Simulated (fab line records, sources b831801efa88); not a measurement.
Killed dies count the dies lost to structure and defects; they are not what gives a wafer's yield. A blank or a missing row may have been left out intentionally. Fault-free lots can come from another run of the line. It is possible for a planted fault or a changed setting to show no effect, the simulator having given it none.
Problem report, 8D (eight disciplines) form, completed by code    flow sky130    the parts of the form that need people (team, actions taken, sign-off) are left out

## 1. PROBLEM STATEMENT
oes_product_au at SKY_VIA2_ETCH_14 reads a mean of 0.978 a.u. on 2 wafers of 2 lots; wafers without a fault read 0.855 a.u. with a standard deviation of 0.0052. Measured from the usual mean, that is +24 standard deviations.
The step: etches BARC in N2/H2, stops on SiO2, time 45.9 s, target depth 60 nm.
First seen on wafer L581.6, day 41 12:10, on rie_diel-03. The record has a number at this step for 28 wafers belonging to 10 lots. The rule behind "out" and "out of limits": a value lying over 4 standard deviations away from the usual mean. The rest of the wafers with a number are treated as sound.

## 2. WHAT THIS IS AND IS NOT
question                     is                            is not
which readings at this step  oes_product_au, run_length_s  drypump_motor_current_A, throttle_valve_pct
which lots                   L581, L582                    L570, L571, L572, L573, L586, L589, L591, L592
which wafers of those lots   L581.6, L582.5                L581.3, L582.2
read on which tools          rie_diel-03                   rie_diel-01, rie_diel-04
when                         from day 41 12:10             up to then (13 sound wafers); but 13 sound wafers of L582, L586, L589, L591, L592 came after

## 3. SUSPECTS, AND WHAT RULES EACH OUT
Counting: a tool at a process step up to the reading stays a suspect if it ran every lot that is out. Sound lots after the first of them don't rule it out here, since some wafers of a struck lot are sound.
- pvd_sputter-03 at SKY_METAL1_SPUTTER_04 (material TiN, target thk 70 nm, time 58.3 s): kept. It processed each lot that is out (first: L581, day 37 01:49); up to then, its last sound lot is L573 (day 34 00:26).
- rie_metal-01 at SKY_METAL2_ETCH_18 (etches BARC in N2/H2, stops on SiO2, time 45.9 s, target depth 60 nm): kept. It processed each lot that is out (first: L581, day 40 10:01); up to then, its last sound lot is L573 (day 37 12:10).
- rie_diel-03 at SKY_VIA2_ETCH_14 (etches BARC in N2/H2, stops on SiO2, time 45.9 s, target depth 60 nm): kept. It processed each lot that is out (first: L581, day 41 12:10); up to then, its last sound lot is L571 (day 38 08:19). Its own readings are out on those wafers: oes_product_au, run_length_s.
The count leaves pvd_sputter-03 at SKY_METAL1_SPUTTER_04, rie_metal-01 at SKY_METAL2_ETCH_18, and rie_diel-03 at SKY_VIA2_ETCH_14.

## 4. THE CAUSE (what the simulator had put in)
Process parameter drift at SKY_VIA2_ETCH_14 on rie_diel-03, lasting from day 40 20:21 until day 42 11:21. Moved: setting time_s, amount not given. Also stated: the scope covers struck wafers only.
Of the 3 suspects that counting leaves, this tool is one.

## 5. SEQUENCE OF EFFECTS, ordered by route
One row per reading whose mean, taken over the struck wafers that have a number, lies over 3 standard deviations from the usual. Readings are gone through only where the record gives a usual standard deviation; hours: the median, over the lots, of the time from a lot's start at the first step in this table giving one to that lot's start at this step; sigmas: the change measured in usual standard deviations.
hours  step              reading         usual       on struck wafers  change  sigmas
0      SKY_VIA2_ETCH_14  oes_product_au  0.855 a.u.  0.978             +0.123  +24
0      SKY_VIA2_ETCH_14  run_length_s    74.1 s      67.8              -6.3    -16
Its process steps:
- SKY_VIA2_ETCH_14: etches BARC in N2/H2, stops on SiO2, time 45.9 s, target depth 60 nm.

## 6. WHAT WOULD HAVE CAUGHT IT SOONER
In this record the first reading out of limits was taken at day 41 12:10, 16 hours after the fault began at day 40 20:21.
